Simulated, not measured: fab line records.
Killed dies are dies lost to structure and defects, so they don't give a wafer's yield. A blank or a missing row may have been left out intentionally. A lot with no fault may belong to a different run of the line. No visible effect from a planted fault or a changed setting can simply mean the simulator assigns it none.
Which of the tools did it? || flow sky130 || 14 lots, 42 wafers sampled, at 3 steps of a route of 708

WHAT THE GAUGES READ, wafer by wafer
SKY_LDD_LDN_OVL_MEAS_07.
{"lot": "L879", "measured": "day 23 03:17", "on": "overlay-01", "LDD_LDN_OVL (nm)": "0.0 1.1 -2.3"}
{"lot": "L881", "measured": "day 23 23:43", "on": "overlay-01", "LDD_LDN_OVL (nm)": "0.3 2.0 0.0"}
{"lot": "L882", "measured": "day 25 09:16", "on": "overlay-02", "LDD_LDN_OVL (nm)": "2.0 -0.8 1.6"}
{"lot": "L885", "measured": "day 25 10:26", "on": "overlay-01", "LDD_LDN_OVL (nm)": "-0.5 -0.8 -0.4"}
{"lot": "L883", "measured": "day 25 10:39", "on": "overlay-01", "LDD_LDN_OVL (nm)": "-1.7 0.9 0.2"}
{"lot": "L884", "measured": "day 25 11:01", "on": "overlay-01", "LDD_LDN_OVL (nm)": "-0.1 0.3 1.2"}
{"lot": "L889", "measured": "day 26 20:43", "on": "overlay-02", "LDD_LDN_OVL (nm)": "1.4 1.0 2.3"}
{"lot": "L890", "measured": "day 27 07:49", "on": "overlay-01", "LDD_LDN_OVL (nm)": "- - -"}
{"lot": "L891", "measured": "day 27 19:13", "on": "overlay-02", "LDD_LDN_OVL (nm)": "- - -"}
{"lot": "L894", "measured": "day 28 13:52", "on": "overlay-02", "LDD_LDN_OVL (nm)": "-0.4 -1.7 -1.4"}
{"lot": "L895", "measured": "day 28 18:25", "on": "overlay-01", "LDD_LDN_OVL (nm)": "-1.1 -0.1 0.4"}
{"lot": "L899", "measured": "day 30 02:09", "on": "overlay-02", "LDD_LDN_OVL (nm)": "1.4 0.7 1.1"}
{"lot": "L900", "measured": "day 30 06:58", "on": "overlay-01", "LDD_LDN_OVL (nm)": "2.5 2.0 3.7"}
{"lot": "L901", "measured": "day 30 17:31", "on": "overlay-02", "LDD_LDN_OVL (nm)": "-0.2 -0.4 -0.5"}

SKY_RES_XHIGH_TW_MEAS_09.
{"lot": "L879", "measured": "day 26 22:44", "on": "film-metro-03", "RES_XHIGH_TW": "1626 1645 1626"}
{"lot": "L881", "measured": "day 27 17:47", "on": "film-metro-01", "RES_XHIGH_TW": "1651 1653 1648"}
{"lot": "L882", "measured": "day 29 02:04", "on": "film-metro-02", "RES_XHIGH_TW": "1654 1641 1640"}
{"lot": "L885", "measured": "day 29 02:40", "on": "film-metro-02", "RES_XHIGH_TW": "1637 1635 1645"}
{"lot": "L883", "measured": "day 29 02:26", "on": "film-metro-02", "RES_XHIGH_TW": "1637 1643 1643"}
{"lot": "L884", "measured": "day 29 06:07", "on": "film-metro-01", "RES_XHIGH_TW": "1639 1650 1638"}
{"lot": "L889", "measured": "day 30 12:35", "on": "film-metro-02", "RES_XHIGH_TW": "1656 1637 1636"}
{"lot": "L890", "measured": "day 30 22:34", "on": "film-metro-03", "RES_XHIGH_TW": "1910 1908 1911"}
{"lot": "L891", "measured": "day 31 10:32", "on": "film-metro-01", "RES_XHIGH_TW": "1919 1924 1917"}
{"lot": "L894", "measured": "day 32 04:58", "on": "film-metro-01", "RES_XHIGH_TW": "1646 1651 1648"}
{"lot": "L895", "measured": "day 32 07:26", "on": "film-metro-02", "RES_XHIGH_TW": "1633 1632 1645"}
{"lot": "L899", "measured": "day 33 17:25", "on": "film-metro-03", "RES_XHIGH_TW": "1631 1625 1633"}
{"lot": "L900", "measured": "day 33 22:43", "on": "film-metro-03", "RES_XHIGH_TW": "1632 1634 1633"}
{"lot": "L901", "measured": "day 34 06:48", "on": "film-metro-02", "RES_XHIGH_TW": "1632 1633 1628"}

EACH LOT AND THE TOOL THAT RAN IT (in order: tool; ch and the chambers of the sampled wafers; start)
{"lot": "L879", "SKY_LDD_LDN_COAT_02": "litho-track-02 ch 0, day 22 12:19"}
{"lot": "L881", "SKY_LDD_LDN_COAT_02": "litho-track-02 ch 0, day 23 08:17"}
{"lot": "L882", "SKY_LDD_LDN_COAT_02": "litho-track-04 ch 0, day 24 19:11"}
{"lot": "L885", "SKY_LDD_LDN_COAT_02": "litho-track-02 ch 0, day 24 19:44"}
{"lot": "L883", "SKY_LDD_LDN_COAT_02": "litho-track-04 ch 0, day 24 19:49"}
{"lot": "L884", "SKY_LDD_LDN_COAT_02": "litho-track-01 ch 0, day 24 21:13"}
{"lot": "L889", "SKY_LDD_LDN_COAT_02": "litho-track-01 ch 0, day 26 06:16"}
{"lot": "L890", "SKY_LDD_LDN_COAT_02": "litho-track-01, day 26 16:43"}
{"lot": "L891", "SKY_LDD_LDN_COAT_02": "litho-track-04, day 27 04:13"}
{"lot": "L894", "SKY_LDD_LDN_COAT_02": "litho-track-02 ch 0, day 27 22:53"}
{"lot": "L895", "SKY_LDD_LDN_COAT_02": "litho-track-02 ch 0, day 28 03:32"}
{"lot": "L899", "SKY_LDD_LDN_COAT_02": "litho-track-04 ch 0, day 29 11:49"}
{"lot": "L900", "SKY_LDD_LDN_COAT_02": "litho-track-01 ch 0, day 29 17:04"}
{"lot": "L901", "SKY_LDD_LDN_COAT_02": "litho-track-02 ch 0, day 30 04:11"}
- SKY_LDD_LDN_COAT_02: resist thk 1140 nm.

WHAT THE TOOLS THEMSELVES READ (means of the sampled wafers that have a number; where no wafer has one, the mark that the record gives instead)
SKY_LDD_LDN_COAT_02.
{"lot": "L879", "tool": "litho-track-02", "chill-plate-temp-C (C)": 23.02, "dispense-pressure-kPa (kPa)": 42}
{"lot": "L881", "tool": "litho-track-02", "chill-plate-temp-C (C)": 22.99, "dispense-pressure-kPa (kPa)": 42}
{"lot": "L882", "tool": "litho-track-04", "chill-plate-temp-C (C)": 23.02, "dispense-pressure-kPa (kPa)": 45}
{"lot": "L885", "tool": "litho-track-02", "chill-plate-temp-C (C)": 23.05, "dispense-pressure-kPa (kPa)": 42}
{"lot": "L883", "tool": "litho-track-04", "chill-plate-temp-C (C)": 23.01, "dispense-pressure-kPa (kPa)": 45}
{"lot": "L884", "tool": "litho-track-01", "chill-plate-temp-C (C)": 23.13, "dispense-pressure-kPa (kPa)": 51}
{"lot": "L889", "tool": "litho-track-01", "chill-plate-temp-C (C)": 23.08, "dispense-pressure-kPa (kPa)": 51}
{"lot": "L890", "tool": "litho-track-01", "chill-plate-temp-C (C)": "-", "dispense-pressure-kPa (kPa)": "-"}
{"lot": "L891", "tool": "litho-track-04", "chill-plate-temp-C (C)": "-", "dispense-pressure-kPa (kPa)": "-"}
{"lot": "L894", "tool": "litho-track-02", "chill-plate-temp-C (C)": 22.93, "dispense-pressure-kPa (kPa)": 42}
{"lot": "L895", "tool": "litho-track-02", "chill-plate-temp-C (C)": 22.93, "dispense-pressure-kPa (kPa)": 42}
{"lot": "L899", "tool": "litho-track-04", "chill-plate-temp-C (C)": 23.00, "dispense-pressure-kPa (kPa)": 45}
{"lot": "L900", "tool": "litho-track-01", "chill-plate-temp-C (C)": 22.88, "dispense-pressure-kPa (kPa)": 51}
{"lot": "L901", "tool": "litho-track-02", "chill-plate-temp-C (C)": 23.06, "dispense-pressure-kPa (kPa)": 42}

THE ANSWER, worked out from the rows above alone
Rule: the usual values come from the lots themselves. The widest of any qualifying gaps counts: lots, ordered by their means at a reading, are off when they make up no more than a third of the lots, leave a main group of 4 or more, and stand apart from it by 3 or more times the standard deviation of that group's means. Not used: any main group whose means are identical at the precision the tables above print for the reading. A lot without any number at a reading at which 4 lots or more have one is off too. Any other lot the step has rows for is counted as sound. First the gauges in route order, then the tools' own readings, where a lot's mean is used as printed above. The first step at which some lot is off is used, and at that step the reading that is off furthest; a lot without a number counts as furthest.
Off: at SKY_LDD_LDN_OVL_MEAS_07 (LDD_LDN_OVL), L890, L891. Without a number there: L890, L891. The main group has a mean of 0.4 nm with a standard deviation of 1.
A tool fits if, at a process step before that reading, it ran every lot that is off, and no sound lot after the first of them. Not tried: the gauges at SKY_LDD_LDN_OVL_MEAS_07; whatever is off there is also off at SKY_RES_XHIGH_TW_MEAS_09, on other tools, and gauge error can't account for it. Of those tried, none fits.

WHAT THE SIMULATOR HAD INSERTED
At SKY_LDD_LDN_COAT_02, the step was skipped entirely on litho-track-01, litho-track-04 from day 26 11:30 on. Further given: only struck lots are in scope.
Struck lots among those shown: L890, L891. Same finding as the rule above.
